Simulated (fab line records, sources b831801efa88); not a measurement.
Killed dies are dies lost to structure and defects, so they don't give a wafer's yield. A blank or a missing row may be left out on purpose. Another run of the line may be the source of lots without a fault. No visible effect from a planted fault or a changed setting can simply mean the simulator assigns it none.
The tool behind it: which one?	flow sky130	36 wafers sampled from 12 lots at 1 step of a route of 708

WHAT THE GAUGES SHOWED, per wafer
SKY_VIA3_BOW_MEAS_03.
lot	measured	on	VIA3_BOW (um)
L149	day 39 02:35	filmMetro-01	76 72 87
L150	day 40 00:08	filmMetro-01	76 78 82
L151	day 40 02:06	filmMetro-04	92 97 92
L158	day 41 21:55	filmMetro-02	84 80 83
L161	day 42 15:41	filmMetro-01	84 77 90
L164	day 43 17:04	filmMetro-01	92 93 84
L165	day 44 04:28	filmMetro-02	71 75 74
L166	day 44 09:34	filmMetro-02	73 67 77
L167	day 44 13:57	filmMetro-01	70 79 69
L168	day 44 18:17	filmMetro-02	80 90 79
L169	day 45 01:59	filmMetro-04	82 61 75
L170	day 45 05:07	filmMetro-02	70 80 80

TOOL THAT RAN EACH LOT (tool first, then ch and the chambers of the sampled wafers, then the start)
There is no process step in the record ahead of these readings.

AS READ BY THE TOOLS THEMSELVES (means over the sampled wafers that have a number; for cases with no such wafer, the mark the record gives instead)
The record holds no such reading with a usual standard deviation.

THE ANSWER, worked out from the rows above alone
Rule: the usual values come from the lots themselves. Put in order of their means at a reading, lots are off if they are a third of the lots or fewer, leave a main group of 4 or more, and stand apart from it by a gap of 3 or more times the standard deviation of the main group's means; of several such gaps the widest counts. A main group whose means are all the same, to the digits that the tables above print for the reading, isn't used. Also off: a lot with no number at a reading for which 4 or more lots have one. Where the step has rows for the other lots, those lots are counted as sound. Order of review: gauges by route order, followed by the tools' own readings, for which a lot's mean as printed above is used. The first step at which some lot is off is used, and at that step the reading that is off furthest; a lot without a number counts as furthest.
Nothing can be told from this: no lot is off at any reading shown.

WHAT THE SIMULATOR HAD INSERTED
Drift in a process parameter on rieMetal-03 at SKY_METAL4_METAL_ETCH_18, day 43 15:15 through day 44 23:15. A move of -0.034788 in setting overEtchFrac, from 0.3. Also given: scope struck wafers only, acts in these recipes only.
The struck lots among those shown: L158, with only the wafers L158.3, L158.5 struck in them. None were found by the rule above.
